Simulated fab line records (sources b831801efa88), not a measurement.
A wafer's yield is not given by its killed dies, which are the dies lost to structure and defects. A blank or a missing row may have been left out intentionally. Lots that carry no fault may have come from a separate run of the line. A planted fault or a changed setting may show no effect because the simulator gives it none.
Chamber matching | flow sky130 | cmp-02 running SKY_LI_CONTACT_CMP_02: 4 sister chambers
The step polishes PSG. 8 wafers are shown with their chamber, then 8 later ones without.

EACH WAFER AND ITS CHAMBER
wafer  | chamber | motorCurrentA (A) | timeToEndpointS (s)
L138.6 | 2       | 11.3              | 29
L144.1 | 3       | 13.9              | 31
L144.3 | 1       | 13.1              | 37
L144.5 | 0       | 10.8              | 38
L146.1 | 0       | 11.8              | 34
L146.2 | 3       | 12.0              | 31
L146.6 | 1       | 13.1              | 30
L150.1 | 2       | 11.9              | 34

WAFERS WITH NO CHAMBER GIVEN
wafer  | motorCurrentA (A) | timeToEndpointS (s)
L150.5 | 12.0              | 34
L150.6 | 12.6              | 34
L151.3 | 10.9              | 35
L151.4 | 12.3              | 33
L151.6 | 13.2              | 33
L152.3 | 13.2              | 31
L152.4 | 11.7              | 29
L152.6 | 11.8              | 29

THE CHAMBER EACH PASSED THROUGH
wafer  | from the rows above               | in truth
L150.5 | can't be placed: 2 or 0 or 1 or 3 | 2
L150.6 | can't be placed: 1 or 3 or 2 or 0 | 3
L151.3 | can't be placed: 0 or 2           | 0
L151.4 | can't be placed: 2 or 3 or 1 or 0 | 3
L151.6 | can't be placed: 1 or 3 or 2      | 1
L152.3 | can't be placed: 3 or 1 or 2      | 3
L152.4 | can't be placed: 2 or 3 or 0 or 1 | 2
L152.6 | can't be placed: 2 or 3 or 1 or 0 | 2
Correctly placed: 0 of 8. From these rows, 8 cannot be placed; in 8 the true chamber is one of the candidates. Number placed wrongly: 0.
How it was worked out, from the rows above alone: a wafer's distance from a chamber is the root of the sum, over the readings, of the square of ((its reading less the chamber's mean) divided by the reading's scatter). If the next closest chamber is less than 2 further off than the closest, the wafer can't be placed; otherwise it belongs to the closest. The mean given for a chamber averages the wafers shown for that chamber. The scatter: take each reading less its chamber's mean, square it, sum over the shown wafers, divide by the number of wafers less the number of chambers, and take the root.
